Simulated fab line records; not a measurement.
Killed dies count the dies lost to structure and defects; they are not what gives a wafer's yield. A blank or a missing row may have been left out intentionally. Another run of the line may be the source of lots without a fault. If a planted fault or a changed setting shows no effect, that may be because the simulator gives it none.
Which tool was responsible? / flow sky130 / 13 lots, 39 wafers sampled, at 2 steps of a route of 708

== WHAT THE GAUGES READ, wafer by wafer ==
SKY_SD_N_OVL_MEAS_08.
lot=L538; measured=day 28 04:02; on=overlay-01; SD_N_OVL (nm)=3.6 2.7 2.4
lot=L540; measured=day 29 03:52; on=overlay-01; SD_N_OVL (nm)=-0.7 2.0 1.3
lot=L541; measured=day 29 11:56; on=overlay-02; SD_N_OVL (nm)=-0.3 0.3 -1.0
lot=L542; measured=day 29 12:13; on=overlay-01; SD_N_OVL (nm)=-0.4 -0.5 0.4
lot=L543; measured=day 30 07:32; on=overlay-02; SD_N_OVL (nm)=-0.5 -0.8 0.1
lot=L544; measured=day 30 09:26; on=overlay-01; SD_N_OVL (nm)=2.3 -0.9 4.0
lot=L548; measured=day 31 11:56; on=overlay-01; SD_N_OVL (nm)=2.3 0.7 1.8
lot=L549; measured=day 31 21:05; on=overlay-01; SD_N_OVL (nm)=-0.4 0.9 -2.1
lot=L551; measured=day 32 09:28; on=overlay-01; SD_N_OVL (nm)=-0.2 0.0 0.9
lot=L556; measured=day 33 22:29; on=overlay-01; SD_N_OVL (nm)=0.3 2.2 2.3
lot=L558; measured=day 34 16:04; on=overlay-01; SD_N_OVL (nm)=-1.5 -1.0 1.1
lot=L560; measured=day 35 06:44; on=overlay-02; SD_N_OVL (nm)=1.8 1.5 1.8
lot=L561; measured=day 35 14:37; on=overlay-02; SD_N_OVL (nm)=-1.0 -2.7 -1.8

== WHAT TOOL EACH LOT RAN ON (gives the tool, then ch and the chambers of the sampled wafers, and finally the start) ==
lot=L538; SKY_LDD_N_IMPLANT_15=implanter-02 ch 0, day 17 21:38
lot=L540; SKY_LDD_N_IMPLANT_15=implanter-04 ch 0, day 19 02:17
lot=L541; SKY_LDD_N_IMPLANT_15=implanter-03 ch 0, day 19 05:34
lot=L542; SKY_LDD_N_IMPLANT_15=implanter-04 ch 0, day 19 09:44
lot=L543; SKY_LDD_N_IMPLANT_15=implanter-02 ch 0, day 20 09:36
lot=L544; SKY_LDD_N_IMPLANT_15=implanter-03 ch 0, day 20 10:34
lot=L548; SKY_LDD_N_IMPLANT_15=implanter-02 ch 0, day 21 17:10
lot=L549; SKY_LDD_N_IMPLANT_15=implanter-02 ch 0, day 22 01:08
lot=L551; SKY_LDD_N_IMPLANT_15=implanter-02 ch 0, day 22 14:31
lot=L556; SKY_LDD_N_IMPLANT_15=implanter-02 ch 0, day 24 08:22
lot=L558; SKY_LDD_N_IMPLANT_15=implanter-02 ch 0, day 25 01:29
lot=L560; SKY_LDD_N_IMPLANT_15=implanter-04 ch 0, day 25 23:16
lot=L561; SKY_LDD_N_IMPLANT_15=implanter-03 ch 0, day 26 05:43
- SKY_LDD_N_IMPLANT_15

== AS READ BY THE TOOLS THEMSELVES (means over the sampled wafers that have a number; for cases with no such wafer, the mark the record gives instead) ==
SKY_LDD_N_IMPLANT_15.
lot=L538; tool=implanter-02; dose_ions_cm2=5e+12; faraday_current_uA=28.2; rotation_deg (degrees)=270.04
lot=L540; tool=implanter-04; dose_ions_cm2=5e+12; faraday_current_uA=27.8; rotation_deg (degrees)=270.01
lot=L541; tool=implanter-03; dose_ions_cm2=5e+12; faraday_current_uA=28.2; rotation_deg (degrees)=269.98
lot=L542; tool=implanter-04; dose_ions_cm2=5e+12; faraday_current_uA=28.3; rotation_deg (degrees)=270.02
lot=L543; tool=implanter-02; dose_ions_cm2=5e+12; faraday_current_uA=27.7; rotation_deg (degrees)=270.00
lot=L544; tool=implanter-03; dose_ions_cm2=5e+12; faraday_current_uA=28.4; rotation_deg (degrees)=270.03
lot=L548; tool=implanter-02; dose_ions_cm2=5e+12; faraday_current_uA=28.5; rotation_deg (degrees)=270.01
lot=L549; tool=implanter-02; dose_ions_cm2=5e+12; faraday_current_uA=28.7; rotation_deg (degrees)=269.99
lot=L551; tool=implanter-02; dose_ions_cm2=5e+12; faraday_current_uA=27.7; rotation_deg (degrees)=270.04
lot=L556; tool=implanter-02; dose_ions_cm2=4e+12; faraday_current_uA=20.3; rotation_deg (degrees)=269.99
lot=L558; tool=implanter-02; dose_ions_cm2=4e+12; faraday_current_uA=20.1; rotation_deg (degrees)=269.99
lot=L560; tool=implanter-04; dose_ions_cm2=5e+12; faraday_current_uA=27.8; rotation_deg (degrees)=270.00
lot=L561; tool=implanter-03; dose_ions_cm2=5e+12; faraday_current_uA=28.0; rotation_deg (degrees)=269.98

== THE ANSWER, worked out from the rows above alone ==
Rule: what is usual is taken from the lots themselves. Put in order of their means at a reading, lots are off if they are a third of the lots or fewer, leave a main group of 4 or more, and stand apart from it by a gap of 3 or more times the standard deviation of the main group's means; of several such gaps the widest counts. A main group whose means are all the same, to the digits that the tables above print for the reading, isn't used. Also off: a lot with no number at a reading for which 4 or more lots have one. Where the step has rows for the other lots, those lots are counted as sound. First the gauges in route order, then the tools' own readings, where a lot's mean is used as printed above. The first step at which some lot is off is used, and at that step the reading that is off furthest; a lot without a number counts as furthest.
Off, at SKY_LDD_N_IMPLANT_15 on faraday_current_uA: L556, L558. For the main group the mean is 28.1 and the standard deviation 0.33.
A tool fits if, at that step or a process step before it, it ran every lot that is off, and no sound lot after the first of them. One fits: SKY_LDD_N_IMPLANT_15 on implanter-02. A fault onset in the window from L551 (day 22 14:31, its last sound lot) to L556 (day 24 08:22, its first lot off) fits.
The tool's own readings at SKY_LDD_N_IMPLANT_15 bear it out: on the lots that are off they differ by more than 5 times the standard deviation of the sound lots' means. dose_ions_cm2 reads 4e+12 there against 5e+12 on the sound lots; faraday_current_uA reads 20.2 there against 28.1 on the sound lots.

== WHAT THE SIMULATOR HAD INSERTED ==
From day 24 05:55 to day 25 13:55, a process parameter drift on implanter-02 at SKY_LDD_N_IMPLANT_15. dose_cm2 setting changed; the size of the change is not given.
Shown lots that were struck: L556, L558. The rule above reached the same finding.
